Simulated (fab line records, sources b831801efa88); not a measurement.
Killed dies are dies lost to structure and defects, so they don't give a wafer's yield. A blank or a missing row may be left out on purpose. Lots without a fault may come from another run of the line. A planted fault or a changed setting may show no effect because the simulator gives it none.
Which tool did it? | flow gf180mcu | 6 lots, 18 wafers sampled, at 4 steps of a route of 602

WHAT THE GAUGES READ, wafer by wafer
GF_PASSIVATION_BOW_MEAS_14.
lot  | measured     | on            | PASSIVATION_BOW (um)
L833 | day 29 19:22 | film_metro-02 | 121 131 119
L837 | day 30 23:37 | film_metro-03 | 130 140 135
L838 | day 31 11:18 | film_metro-01 | 145 151 137
L841 | day 32 02:01 | film_metro-02 | 115 124 111
L845 | day 33 00:46 | film_metro-01 | 111 134 147
L852 | day 34 11:58 | film_metro-02 | 129 131 128

WHICH TOOL RAN EACH LOT (tool, then ch and the chambers of the sampled wafers, then the start)
lot  | GF_V5_ETCH_16                      | GF_V5_CVD_23                  | GF_TOP_METAL_SPUTTER_03
L833 | rie_diel-03 ch 1,2, day 27 23:16   | cvd_w-01 ch 0,1, day 28 00:05 | pvd_sputter-01, day 28 00:49
L837 | rie_diel-02 ch 0,1, day 29 05:43   | cvd_w-02 ch 0,1, day 29 06:30 | pvd_sputter-01, day 29 07:16
L838 | rie_diel-03 ch 0,1,2, day 29 18:37 | cvd_w-01 ch 0,1, day 29 19:26 | pvd_sputter-03, day 29 20:12
L841 | rie_diel-03 ch 0,1,3, day 30 09:58 | cvd_w-02 ch 0,1, day 30 10:49 | pvd_sputter-04, day 30 11:35
L845 | rie_diel-03 ch 0,3, day 31 11:01   | cvd_w-02 ch 0,1, day 31 11:47 | pvd_sputter-03, day 31 12:34
L852 | rie_diel-03 ch 0,1,3, day 33 01:13 | cvd_w-02 ch 0,1, day 33 02:02 | pvd_sputter-04, day 33 02:49
- GF_V5_ETCH_16: etches BARC in N2/H2.
- GF_V5_CVD_23: deposits W, target thk 350 nm, time 104.9 s.
- GF_TOP_METAL_SPUTTER_03: material Ti, target thk 5 nm, time 3.3 s.

THE ANSWER, worked out from the rows above alone
Rule: what is usual is taken from the lots themselves. Put in order of their means at a reading, lots are off if they are a third of the lots or fewer, leave a main group of 4 or more, and stand apart from it by a gap of 3 or more times the standard deviation of the main group's means; of several such gaps the widest counts. A main group whose means are all the same, to the digits that the tables above print for the reading, isn't used. A lot without any number at a reading at which 4 lots or more have one is off too. The other lots that the step has rows for count as sound.
No lot is off at any reading shown: from this, nothing can be told.

WHAT THE SIMULATOR HAD PUT IN
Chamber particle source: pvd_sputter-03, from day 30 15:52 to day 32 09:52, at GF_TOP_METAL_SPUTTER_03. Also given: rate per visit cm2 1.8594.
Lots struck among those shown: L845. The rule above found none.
